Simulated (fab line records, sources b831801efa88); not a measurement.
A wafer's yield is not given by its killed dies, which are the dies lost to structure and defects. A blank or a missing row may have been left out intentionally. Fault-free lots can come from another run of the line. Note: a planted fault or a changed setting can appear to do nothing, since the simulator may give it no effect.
Matching of chambers | flow gf180mcu | 4 sister chambers for GF_V1_CMP_26 on cmp-01
The step polishes, stops on SiO2, t overpolish 15 s, target thk 0 nm. 14 wafers are shown with their chamber, then 7 later ones without.

WAFERS, EACH WITH ITS CHAMBER
wafer  | chamber | motor-current-A (A) | time-to-endpoint-s (s) | retaining-ring-pressure-frac
L830.1 | 3       | 12.7                | 77                     | 1.000
L830.2 | 2       | 11.0                | 80                     | 0.999
L830.5 | 1       | 8.7                 | 87                     | 0.997
L833.2 | 3       | 11.8                | 81                     | 1.005
L833.3 | 1       | 9.0                 | 83                     | 0.998
L833.4 | 0       | 11.9                | 75                     | 1.004
L839.1 | 0       | 12.1                | 74                     | 1.002
L839.3 | 2       | 12.0                | 73                     | 0.990
L839.6 | 2       | 12.0                | 74                     | 0.995
L844.1 | 2       | 10.8                | 74                     | 0.994
L844.2 | 1       | 8.9                 | 85                     | 0.996
L844.5 | 3       | 12.3                | 76                     | 1.001
L848.3 | 3       | 12.8                | 80                     | 1.001
L848.5 | 1       | 8.8                 | 87                     | 1.002

SIGNATURES (means of the wafers above)
reading                      | chamber 0 | chamber 1 | chamber 2 | chamber 3 | scatter within a chamber
motor-current-A              | 12.000    | 8.850     | 11.450    | 12.400    | 0.438
time-to-endpoint-s           | 74.50     | 85.50     | 75.25     | 78.50     | 2.43
retaining-ring-pressure-frac | 1.00300   | 0.99825   | 0.99450   | 1.00175   | 0.0028
Rule: for each reading, subtract the chamber's mean from the wafer's reading, divide by that reading's scatter and square the result; add these up over the readings and take the root, which gives the wafer's distance from the chamber. If the next closest chamber is less than 2 further off than the closest, the wafer can't be placed; otherwise it belongs to the closest. The scatter is the square root of a quotient: the sum, over the shown wafers, of each reading's squared deviation from its chamber's mean, divided by wafers minus chambers.

WAFERS WITHOUT THEIR CHAMBER
wafer  | motor-current-A (A) | time-to-endpoint-s (s) | retaining-ring-pressure-frac
L848.6 | 11.4                | 80                     | 0.995
L850.2 | 12.5                | 80                     | 1.003
L850.3 | 9.0                 | 84                     | 0.996
L850.6 | 11.2                | 78                     | 1.003
L851.3 | 11.4                | 81                     | 0.995
L851.4 | 12.0                | 81                     | 0.996
L851.6 | 11.7                | 79                     | 0.994

CHAMBER TAKEN BY EACH
wafer  | from the rows above          | in truth
L848.6 | can't be placed: 2 or 3 or 0 | 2
L850.2 | can't be placed: 3 or 0      | 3
L850.3 | 1                            | 1
L850.6 | can't be placed: 0 or 3 or 2 | 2
L851.3 | can't be placed: 2 or 3 or 0 | 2
L851.4 | can't be placed: 3 or 2 or 0 | 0
L851.6 | can't be placed: 2 or 3      | 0
Correct placement for 1 of the 7. Cannot be placed on the basis of these rows: 6; the candidates contain the true chamber in 5. Placed wrongly: 0.
